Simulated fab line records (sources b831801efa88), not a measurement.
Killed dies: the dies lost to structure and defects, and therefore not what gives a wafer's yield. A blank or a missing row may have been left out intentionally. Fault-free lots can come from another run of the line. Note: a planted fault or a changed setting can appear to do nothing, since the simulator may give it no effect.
Which of the tools did it? / flow gf180mcu / 10 lots with 30 wafers sampled at 6 steps, on a route of 602 steps

## WHAT THE GAUGES SHOWED, per wafer
GF_M4_OVL_MEAS_15. Usual: M4_OVL typically reads 4 nm, with standard deviation 6.6.
lot=L588; measured=day 23 19:55; on=overlay-02; M4_OVL (nm)=-6 -1 -3; flag=
lot=L589; measured=day 24 07:26; on=overlay-01; M4_OVL (nm)=-1 -5 -3; flag=
lot=L592; measured=day 25 11:58; on=overlay-02; M4_OVL (nm)=0 10 4; flag=
lot=L594; measured=day 26 01:58; on=overlay-02; M4_OVL (nm)=7 11 10; flag=
lot=L595; measured=day 26 07:30; on=overlay-01; M4_OVL (nm)=6 -2 4; flag=
lot=L598; measured=day 27 07:33; on=overlay-02; M4_OVL (nm)=11 13 16; flag=
lot=L603; measured=day 28 15:47; on=overlay-02; M4_OVL (nm)=5 7 1; flag=
lot=L604; measured=day 28 22:38; on=overlay-02; M4_OVL (nm)=14 15 12; flag=
lot=L608; measured=day 29 23:20; on=overlay-01; M4_OVL (nm)=-2 3 6; flag=
lot=L610; measured=day 30 10:46; on=overlay-02; M4_OVL (nm)=3 17 7; flag=

GF_MIM_RS_MEAS_10: measures by four-point-probe. Usual: MIM_ALCU_RS typically reads 0.1601 ohm/sq, with standard deviation 0.0016.
lot=L588; measured=day 24 20:52; on=film metro-02; MIM_ALCU_RS (ohm/sq)=0.1629 0.1594 0.1581; flag=
lot=L589; measured=day 25 09:02; on=film metro-03; MIM_ALCU_RS (ohm/sq)=0.1611 0.1592 0.1621; flag=
lot=L592; measured=day 26 12:56; on=film metro-04; MIM_ALCU_RS (ohm/sq)=0.1599 0.1620 0.1580; flag=
lot=L594; measured=day 27 01:59; on=film metro-02; MIM_ALCU_RS (ohm/sq)=0.1608 0.1605 0.1627; flag=
lot=L595; measured=day 27 07:22; on=film metro-03; MIM_ALCU_RS (ohm/sq)=0.1610 0.1608 0.1596; flag=
lot=L598; measured=day 28 07:16; on=film metro-02; MIM_ALCU_RS (ohm/sq)=0.1583 0.1596 0.1574; flag=
lot=L603; measured=day 29 14:47; on=film metro-02; MIM_ALCU_RS (ohm/sq)=0.1462 0.1448 0.1447 0.1466 0.1447 0.1450; flag=OFF
lot=L604; measured=day 29 20:40; on=film metro-03; MIM_ALCU_RS (ohm/sq)=0.1595 0.1606 0.1601; flag=
lot=L608; measured=day 30 21:20; on=film metro-02; MIM_ALCU_RS (ohm/sq)=0.1449 0.1453 0.1444 0.1451 0.1454 0.1446; flag=OFF
lot=L610; measured=day 31 08:35; on=film metro-04; MIM_ALCU_RS (ohm/sq)=0.1602 0.1608 0.1596; flag=

GF_MIM_THK_MEAS_11: measures by xrf. Usual: MIM_ALCU_THK typically reads 196.6 nm, with standard deviation 2.1.
lot=L588; measured=day 24 20:59; on=film metro-02; MIM_ALCU_THK (nm)=192.3 194.8 197.9; flag=
lot=L589; measured=day 25 09:09; on=film metro-03; MIM_ALCU_THK (nm)=197.9 200.7 196.6; flag=
lot=L592; measured=day 26 13:02; on=film metro-04; MIM_ALCU_THK (nm)=197.6 195.4 199.9; flag=
lot=L594; measured=day 27 02:06; on=film metro-02; MIM_ALCU_THK (nm)=194.8 195.6 192.5; flag=
lot=L595; measured=day 27 07:28; on=film metro-03; MIM_ALCU_THK (nm)=195.3 196.9 197.3; flag=
lot=L598; measured=day 28 07:23; on=film metro-02; MIM_ALCU_THK (nm)=197.2 195.5 198.2; flag=
lot=L603; measured=day 29 18:22; on=film metro-02; MIM_ALCU_THK (nm)=213.9 216.5 216.5 213.5 215.8 215.6; flag=OFF
lot=L604; measured=day 29 20:47; on=film metro-03; MIM_ALCU_THK (nm)=199.9 197.7 198.8; flag=
lot=L608; measured=day 31 01:24; on=film metro-02; MIM_ALCU_THK (nm)=215.2 214.5 215.3 215.3 214.9 216.0; flag=OFF
lot=L610; measured=day 31 08:41; on=film metro-04; MIM_ALCU_THK (nm)=196.8 196.6 195.9; flag=

## TOOL THAT RAN EACH LOT (tool first, then ch and the chambers of the sampled wafers, then the start)
lot=L588; GF_MIM_SPUTTER_02=pvd sputter-02, day 24 20:35; GF_MIM_SPUTTER_04=pvd sputter-02, day 24 20:38; GF_MIM_SPUTTER_08=pvd sputter-01, day 24 20:49
lot=L589; GF_MIM_SPUTTER_02=pvd sputter-03, day 25 08:44; GF_MIM_SPUTTER_04=pvd sputter-03, day 25 08:47; GF_MIM_SPUTTER_08=pvd sputter-01, day 25 08:58
lot=L592; GF_MIM_SPUTTER_02=pvd sputter-01, day 26 12:37; GF_MIM_SPUTTER_04=pvd sputter-01, day 26 12:40; GF_MIM_SPUTTER_08=pvd sputter-03, day 26 12:50
lot=L594; GF_MIM_SPUTTER_02=pvd sputter-02, day 27 01:41; GF_MIM_SPUTTER_04=pvd sputter-02, day 27 01:44; GF_MIM_SPUTTER_08=pvd sputter-03, day 27 01:55
lot=L595; GF_MIM_SPUTTER_02=pvd sputter-03, day 27 07:04; GF_MIM_SPUTTER_04=pvd sputter-03, day 27 07:07; GF_MIM_SPUTTER_08=pvd sputter-01, day 27 07:17
lot=L598; GF_MIM_SPUTTER_02=pvd sputter-02, day 28 06:58; GF_MIM_SPUTTER_04=pvd sputter-02, day 28 07:01; GF_MIM_SPUTTER_08=pvd sputter-01, day 28 07:11
lot=L603; GF_MIM_SPUTTER_02=pvd sputter-02, day 29 14:29; GF_MIM_SPUTTER_04=pvd sputter-02, day 29 14:32; GF_MIM_SPUTTER_08=pvd sputter-01, day 29 14:44
lot=L604; GF_MIM_SPUTTER_02=pvd sputter-02, day 29 20:23; GF_MIM_SPUTTER_04=pvd sputter-02, day 29 20:26; GF_MIM_SPUTTER_08=pvd sputter-03, day 29 20:37
lot=L608; GF_MIM_SPUTTER_02=pvd sputter-02, day 30 21:04; GF_MIM_SPUTTER_04=pvd sputter-02, day 30 21:07; GF_MIM_SPUTTER_08=pvd sputter-01, day 30 21:17
lot=L610; GF_MIM_SPUTTER_02=pvd sputter-01, day 31 08:16; GF_MIM_SPUTTER_04=pvd sputter-01, day 31 08:19; GF_MIM_SPUTTER_08=pvd sputter-03, day 31 08:29
- GF_MIM_SPUTTER_02: material AlCu, target thk 450 nm, time 23.9 s.
- GF_MIM_SPUTTER_04: material TiN, target thk 50 nm, time 41.7 s.
- GF_MIM_SPUTTER_08: material AlCu, target thk 200 nm, time 10.6 s.

## WHAT THE TOOLS THEMSELVES READ (means of the sampled wafers that have a number; where no wafer has one, the mark that the record gives instead)
GF_MIM_SPUTTER_02. Usual: cathode dc power W 10600 W, standard deviation 1.9; throttle valve pct 29.7 %, standard deviation 0.82.
lot=L588; tool=pvd sputter-02; cathode dc power W (W)=10599; throttle valve pct (%)=30.2; flag=
lot=L589; tool=pvd sputter-03; cathode dc power W (W)=10601; throttle valve pct (%)=29.1; flag=
lot=L592; tool=pvd sputter-01; cathode dc power W (W)=10600; throttle valve pct (%)=29.6; flag=
lot=L594; tool=pvd sputter-02; cathode dc power W (W)=10599; throttle valve pct (%)=30.0; flag=
lot=L595; tool=pvd sputter-03; cathode dc power W (W)=10601; throttle valve pct (%)=29.2; flag=
lot=L598; tool=pvd sputter-02; cathode dc power W (W)=10598; throttle valve pct (%)=29.4; flag=
lot=L603; tool=pvd sputter-02; cathode dc power W (W)=10599; throttle valve pct (%)=29.1; flag=
lot=L604; tool=pvd sputter-02; cathode dc power W (W)=10599; throttle valve pct (%)=29.1; flag=
lot=L608; tool=pvd sputter-02; cathode dc power W (W)=10601; throttle valve pct (%)=29.9; flag=
lot=L610; tool=pvd sputter-01; cathode dc power W (W)=10602; throttle valve pct (%)=29.9; flag=

GF_MIM_SPUTTER_04. Usual: cathode dc power W 6500.0 W, standard deviation 1.2; throttle valve pct 29.6 %, standard deviation 0.81.
lot=L588; tool=pvd sputter-02; cathode dc power W (W)=6500.0; throttle valve pct (%)=29.9; flag=
lot=L589; tool=pvd sputter-03; cathode dc power W (W)=6501.0; throttle valve pct (%)=29.1; flag=
lot=L592; tool=pvd sputter-01; cathode dc power W (W)=6500.2; throttle valve pct (%)=29.6; flag=
lot=L594; tool=pvd sputter-02; cathode dc power W (W)=6499.7; throttle valve pct (%)=30.1; flag=
lot=L595; tool=pvd sputter-03; cathode dc power W (W)=6499.1; throttle valve pct (%)=29.4; flag=
lot=L598; tool=pvd sputter-02; cathode dc power W (W)=6499.3; throttle valve pct (%)=29.3; flag=
lot=L603; tool=pvd sputter-02; cathode dc power W (W)=6499.3; throttle valve pct (%)=29.2; flag=
lot=L604; tool=pvd sputter-02; cathode dc power W (W)=6499.4; throttle valve pct (%)=29.1; flag=
lot=L608; tool=pvd sputter-02; cathode dc power W (W)=6502.0; throttle valve pct (%)=29.9; flag=
lot=L610; tool=pvd sputter-01; cathode dc power W (W)=6500.5; throttle valve pct (%)=29.8; flag=

GF_MIM_SPUTTER_08. Usual: cathode dc power W 10600 W, standard deviation 2; throttle valve pct 29.5 %, standard deviation 0.63.
lot=L588; tool=pvd sputter-01; cathode dc power W (W)=10599; throttle valve pct (%)=30.2; flag=
lot=L589; tool=pvd sputter-01; cathode dc power W (W)=10598; throttle valve pct (%)=29.6; flag=
lot=L592; tool=pvd sputter-03; cathode dc power W (W)=10598; throttle valve pct (%)=29.2; flag=
lot=L594; tool=pvd sputter-03; cathode dc power W (W)=10599; throttle valve pct (%)=29.2; flag=
lot=L595; tool=pvd sputter-01; cathode dc power W (W)=10599; throttle valve pct (%)=29.9; flag=
lot=L598; tool=pvd sputter-01; cathode dc power W (W)=10601; throttle valve pct (%)=29.6; flag=
lot=L603; tool=pvd sputter-01; cathode dc power W (W)=11670; throttle valve pct (%)=29.7; flag=OFF
lot=L604; tool=pvd sputter-03; cathode dc power W (W)=10601; throttle valve pct (%)=29.1; flag=
lot=L608; tool=pvd sputter-01; cathode dc power W (W)=11669; throttle valve pct (%)=29.6; flag=OFF
lot=L610; tool=pvd sputter-03; cathode dc power W (W)=10602; throttle valve pct (%)=28.9; flag=

## THE ANSWER, worked out from the rows above alone
Rule: a lot is off if the mean of its wafers that have a number lies more than 3 standard deviations from the usual mean. A lot without any number at a reading at which 4 lots or more have one is off too. All remaining lots with rows at the step are treated as sound. After the gauges, taken in route order, come the tools' own readings; for these a lot's mean is taken, as printed above. At the first step where some lot is off, the reading lying furthest off is the one used; lots without a number count as furthest.
Off: L603, L608, at GF_MIM_RS_MEAS_10 (MIM_ALCU_RS).
If a tool, at a process step before that reading, ran all the lots that are off and no sound lot after the first of them, it fits. Not tried: the gauges at GF_MIM_RS_MEAS_10; whatever is off there is also off at GF_MIM_SPUTTER_08, on other tools, and gauge error can't account for it. One fits: GF_MIM_SPUTTER_08 on pvd sputter-01. Its last sound lot is L598 (day 28 07:11), its first lot that is off L603 (day 29 14:44): a fault that began between those two fits.
The tool's own readings at GF_MIM_SPUTTER_08 bear it out: on the lots that are off they differ by more than 5 times the standard deviation of the sound lots' means. cathode dc power W reads 11670 W there against 10600 W on the sound lots.

## WHAT HAD BEEN PUT IN BY THE SIMULATOR
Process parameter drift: pvd sputter-01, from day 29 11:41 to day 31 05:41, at GF_MIM_SPUTTER_08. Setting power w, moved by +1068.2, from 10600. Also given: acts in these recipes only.
Shown lots that were struck: L603, L608. The same result came from the rule above.
